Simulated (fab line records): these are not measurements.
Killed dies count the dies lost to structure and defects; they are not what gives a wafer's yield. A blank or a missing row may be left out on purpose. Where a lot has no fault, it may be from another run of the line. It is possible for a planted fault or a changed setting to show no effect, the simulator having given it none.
Problem report in the 8D (eight disciplines) form, filled by code    flow sfq_line    the parts of the form that need people (team, actions taken, sign-off) are left out

== 1. WHAT IS WRONG ==
At SFQ_TRILAYER_L0_BARC_OPEN_METAL_ETCH_010, oes_product_au averages 0.761 a.u. over 3 wafers from 3 lots, while fault-free wafers read 0.685 a.u., standard deviation 0.0041. Relative to the usual mean, that is a shift of +19 standard deviations.
The step: etches BARC in O2, target depth 125 nm, time 41.7 s.
The first sign was on wafer L453.1 at day 6 20:04, on rie_metal-04. At this step, 20 wafers from 7 lots have a number in the record. Rule for "out", or "out of limits": more than 4 standard deviations from the usual mean. The rest of the wafers with a number are treated as sound.

== 2. WHAT THIS IS AND IS NOT ==
question                     is                            is not
which readings at this step  oes_product_au, run_length_s  drypump_motor_current_A
which lots                   L453, L454, L457              L442, L445, L447, L452
which wafers of those lots   L453.1, L454.6, L457.1        L453.4, L454.2, L454.5, L457.2, L457.4
read on which tools          rie_metal-04                  rie_metal-02, rie_metal-03
when                         from day 6 20:04              up to then (13 sound wafers); but 4 sound wafers of L454, L457 came after

== 3. WHAT RULES OUT EACH SUSPECT ==
Counting: any tool at a process step up to the reading remains a suspect provided it ran every lot that is out. Sound lots after the first of them don't rule it out here, since some wafers of a struck lot are sound.
- rie_metal-04 at SFQ_TRILAYER_L0_BARC_OPEN_METAL_ETCH_010 (etches BARC in O2, target depth 125 nm, time 41.7 s): kept. Ran every lot that is out, first one L453 (day 6 20:04); last sound lot up to then L452 (day 6 16:28). Its own readings are out on those wafers: oes_product_au, run_length_s.
After counting, what remains is rie_metal-04 at SFQ_TRILAYER_L0_BARC_OPEN_METAL_ETCH_010.

== 4. THE CAUSE (what the simulator had put in) ==
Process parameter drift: rie_metal-04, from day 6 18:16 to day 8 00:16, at SFQ_TRILAYER_L0_BARC_OPEN_METAL_ETCH_010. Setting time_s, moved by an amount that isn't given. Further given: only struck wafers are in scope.
After counting, this tool was the only one left.

== 5. THE CHAIN OF EFFECTS, in route order ==
One row per reading whose mean, taken over the struck wafers that have a number, lies over 3 standard deviations from the usual. Readings are gone through only where the record gives a usual standard deviation; hours: the median, over the lots, of the time from a lot's start at the first step in this table giving one to that lot's start at this step; sigmas: the change measured in usual standard deviations.
hours  step                                      reading         usual       on struck wafers  change  sigmas
0      SFQ_TRILAYER_L0_BARC_OPEN_METAL_ETCH_010  oes_product_au  0.685 a.u.  0.761             +0.076  +19
0      SFQ_TRILAYER_L0_BARC_OPEN_METAL_ETCH_010  run_length_s    69.78 s     64.15             -5.63   -19
It contains these process steps:
- SFQ_TRILAYER_L0_BARC_OPEN_METAL_ETCH_010: etches BARC in O2, target depth 125 nm, time 41.7 s.
Readings that are blank on the struck wafers while sound wafers have them: bias_w at SFQ_TRILAYER_L0_BARC_OPEN_METAL_ETCH_010.

== 6. HOW IT WOULD HAVE BEEN CAUGHT EARLIER ==
The fault began at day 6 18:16; the first out-of-limits reading in this record came at day 6 20:04, 2 hours later.
